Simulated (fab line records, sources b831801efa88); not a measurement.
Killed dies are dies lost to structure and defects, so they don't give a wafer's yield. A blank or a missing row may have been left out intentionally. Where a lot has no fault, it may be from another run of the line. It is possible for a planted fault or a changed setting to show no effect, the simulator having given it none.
A struck lot beside a sound one ; flow gf180mcu ; 17 out of 602 route steps
Sound: these wafers, L596.2, L596.4, L596.5. Wafers L607.1, L607.2, L607.4 were the ones struck. The cause comes at the end.
Per side, at each step with rows, come the tool, then ch with its chambers, and then its first start. Under that, the readings that differ: sound wafers ; struck wafers ; difference of the means ; sigmas: that difference in standard deviations of wafers without a fault.
alike: readings with means less than 2 such deviations apart, plus words and numbers identical on both sides. not compared: withheld readings, readings lacking a value on some wafer, bounds such as >300 that could conceal the same value, and numbers that have no deviation in the record and whose values overlap.
The two part at a step that has a row with sigmas, a row that says differs or no value, or rows on one side only. When numbers do not overlap yet have no deviation, they are printed without sigmas and do not part them. Lack of a reading on every wafer of one side parts them only where that side has two or more wafers.

GF_POLY_GATE_OVL_MEAS_11:
  sound: overlay-01 at day 10 13:53; struck: overlay-01 at day 13 13:00
  alike: POLY_GATE_OVL
GF_POLY_GATE_ETCH_12: etches BARC in N2/H2.
  sound on rie_diel-03 ch 0,1,3, day 10 13:55; struck on rie_diel-04 ch 0,1,3, day 13 13:02
  alike: drypump_motor_current_A, oes_product_au, throttle_valve_pct
GF_POLY_GATE_ETCH_13: etches poly-Si in HBr/Cl2, stops on SiO2, target depth 198.5 nm, time 69.6 s.
  sound on rie_si-02 ch 1,2,3, day 10 13:58; struck on rie_si-01 ch 0,2,3, day 13 13:05
  alike: drypump_motor_current_A, oes_product_au, throttle_valve_pct
  not compared: rf_hours_counter_h
GF_POLY_GATE_STRIP_14: strips in O2/N2.
  sound on plasma_asher-02 ch 0,1, day 10 14:01; struck on plasma_asher-02 ch 0,1, day 13 13:09
  alike: drypump_motor_current_A, heater_power_w, oes_product_au
  not compared: rf_hours_counter_h
then, 2 steps without rows for these wafers: GF_POLY_GATE_CLEAN_15 (cleans in SC1/SC2, time 150 s); GF_POLY_GATE_OXIDATION_16 (stabilise 600 s, purge 300 s, target thk 4 nm).
GF_POLY_GATE_THK_MEAS_17:
  sound: film_metro-02 at day 10 16:46; struck: film_metro-04 at day 13 14:53
  alike: POLY_GATE_OXIDATION_THK
GF_POLY_GATE_CD_MEAS_18:
  sound: cd_sem-02 at day 10 16:50; struck: cd_sem-01 at day 13 14:57
  alike: cd_nm
then, 4 steps without rows for these wafers: GF_HV_LDD_DEHYDRATE_00 (time 60 s); GF_HV_LDD_HMDS_01 (prime time 60 s); GF_HV_LDD_COAT_02 (resist thk 1000 nm); GF_HV_LDD_SOFTBAKE_03 (time 60 s).
GF_HV_LDD_EXPOSE_04: exposes mask Nplus LV AREA, target cd 400 nm.
  sound on iline_stepper-02 ch 0, day 11 02:31; struck on iline_stepper-02 ch 0, day 14 01:34
reading;sound;struck;difference;sigmas
mask;Nplus_LV_AREA#0 Nplus_LV_AREA#0 Nplus_LV_AREA#0;Nplus_LV_AREA_R1#0 Nplus_LV_AREA_R1#0 Nplus_LV_AREA_R1#0;differs;
  alike: focus_offset_nm
after that, 1 step had no rows for these wafers: GF_HV_LDD_PEB_05.
GF_HV_LDD_DEVELOP_06: develop time 62.09 s.
  sound on litho_track-04 ch 0, day 11 11:28; struck on litho_track-01 ch 0, day 14 11:43
reading;sound;struck;difference;sigmas
model.HV_LDD.cd_nm (nm);402.8 400.4 399.5;319.7 321 322.3;-79.9;
GF_HV_LDD_CD_MEAS_07: target cd 400 nm.
  sound: cd_sem-02 at day 11 11:37; struck: cd_sem-01 at day 14 11:52
reading;sound;struck;difference;sigmas
cd_nm (nm);402.6 400.6 399.8;319.5 320.9 322.6;-80.0;-42
GF_HV_LDD_OVL_MEAS_08:
  sound: overlay-01 at day 11 11:43; struck: overlay-02 at day 14 11:59
  alike: HV_LDD_OVL

== WHERE THEY PART ==
Earliest at GF_HV_LDD_EXPOSE_04; latest, in this record, at GF_HV_LDD_CD_MEAS_07. Later steps at which nothing parts them and some readings are alike: GF_HV_LDD_OVL_MEAS_08.

WHY: what had been put in by the simulator
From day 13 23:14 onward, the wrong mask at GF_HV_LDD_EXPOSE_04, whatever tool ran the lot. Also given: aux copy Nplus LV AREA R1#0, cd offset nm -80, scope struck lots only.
